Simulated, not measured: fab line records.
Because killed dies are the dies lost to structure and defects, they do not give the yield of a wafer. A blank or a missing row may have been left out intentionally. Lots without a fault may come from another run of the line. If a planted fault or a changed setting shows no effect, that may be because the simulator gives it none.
Chamber matching + flow gf180mcu + pecvd-02 running GF_MIM_CVD_05: 3 sister chambers
The step deposits Si3N4, target thk 42 nm, time 29.086 s. 3 wafers are shown with their chamber, then 8 later ones without.

== WAFERS, EACH WITH ITS CHAMBER ==
| wafer  | chamber | heater power w (W) |
|--------|---------|--------------------|
| L486.3 | 2       | 669                |
| L486.5 | 0       | 486                |
| L494.3 | 1       | 709                |

== WAFERS WITH NO CHAMBER GIVEN ==
| wafer  | heater power w (W) |
|--------|--------------------|
| L494.4 | 474                |
| L494.6 | 706                |
| L496.1 | 632                |
| L496.2 | 525                |
| L496.3 | 650                |
| L497.2 | 640                |
| L497.4 | 721                |
| L497.5 | 542                |

== WHICH CHAMBER EACH ONE RAN IN ==
| wafer  | from the rows above     | in truth |
|--------|-------------------------|----------|
| L494.4 | 0                       | 0        |
| L494.6 | can't be placed: 1 or 2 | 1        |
| L496.1 | can't be placed: 2 or 1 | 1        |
| L496.2 | 0                       | 0        |
| L496.3 | can't be placed: 2 or 1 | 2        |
| L497.2 | can't be placed: 2 or 1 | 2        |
| L497.4 | can't be placed: 1 or 2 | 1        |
| L497.5 | 0                       | 0        |
Correct placement for 3 of the 8. Not placeable from these rows: 5 (in 5, the candidates include the true chamber). Placed wrongly: 0.
How it was worked out, from the rows above alone: a wafer's distance from a chamber is the root of the sum, over the readings, of the square of ((its reading less the chamber's mean) divided by the reading's scatter). The wafer belongs to the nearest chamber; if the next one is less than 2 further off, it can't be placed. Each chamber's mean is taken over the wafers shown for it. The scatter: root of mean squared gap, hidden wafer to nearest shown wafer, with one shown wafer a chamber.
